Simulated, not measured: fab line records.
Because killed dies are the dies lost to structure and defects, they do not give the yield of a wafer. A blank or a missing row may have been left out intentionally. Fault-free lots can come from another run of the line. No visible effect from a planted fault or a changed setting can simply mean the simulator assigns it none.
Chamber matching :: flow sky130 :: SKY_CAP2M_CVD_00 on pecvd-04: 3 sister chambers
The step deposits SiO2, target thk 15.5 nm. 3 wafers are shown with their chamber, then 7 later ones without.

== WAFERS, EACH WITH ITS CHAMBER ==
wafer: L081.3
chamber: 1
heaterPowerOuterW (W): 393

wafer: L086.4
chamber: 0
heaterPowerOuterW (W): 408

wafer: L086.5
chamber: 2
heaterPowerOuterW (W): 498

== WAFERS WITH NO CHAMBER GIVEN ==
wafer: L086.6
heaterPowerOuterW (W): 326

wafer: L091.1
heaterPowerOuterW (W): 376

wafer: L091.2
heaterPowerOuterW (W): 365

wafer: L091.4
heaterPowerOuterW (W): 372

wafer: L092.3
heaterPowerOuterW (W): 351

wafer: L092.5
heaterPowerOuterW (W): 417

wafer: L092.6
heaterPowerOuterW (W): 481

== WHICH CHAMBER EACH WENT THROUGH ==
wafer: L086.6
from the rows above: can't be placed: 1 or 0
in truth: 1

wafer: L091.1
from the rows above: can't be placed: 1 or 0
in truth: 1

wafer: L091.2
from the rows above: can't be placed: 1 or 0
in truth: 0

wafer: L091.4
from the rows above: can't be placed: 1 or 0
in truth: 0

wafer: L092.3
from the rows above: can't be placed: 1 or 0
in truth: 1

wafer: L092.5
from the rows above: can't be placed: 0 or 1
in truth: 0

wafer: L092.6
from the rows above: can't be placed: 2 or 0
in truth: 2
Correctly placed: 0 of 7. From these rows, 7 cannot be placed; in 7 the true chamber is one of the candidates. 0 placed wrongly.
How it was worked out, from the rows above alone: a wafer's distance from a chamber is the root of the sum, over the readings, of the square of ((its reading less the chamber's mean) divided by the reading's scatter). If the next closest chamber is less than 2 further off than the closest, the wafer can't be placed; otherwise it belongs to the closest. A chamber's mean is the mean of its shown wafers. The scatter: with one shown wafer a chamber, the root of the mean of the squares of how far each hidden wafer lies from its nearest shown one.
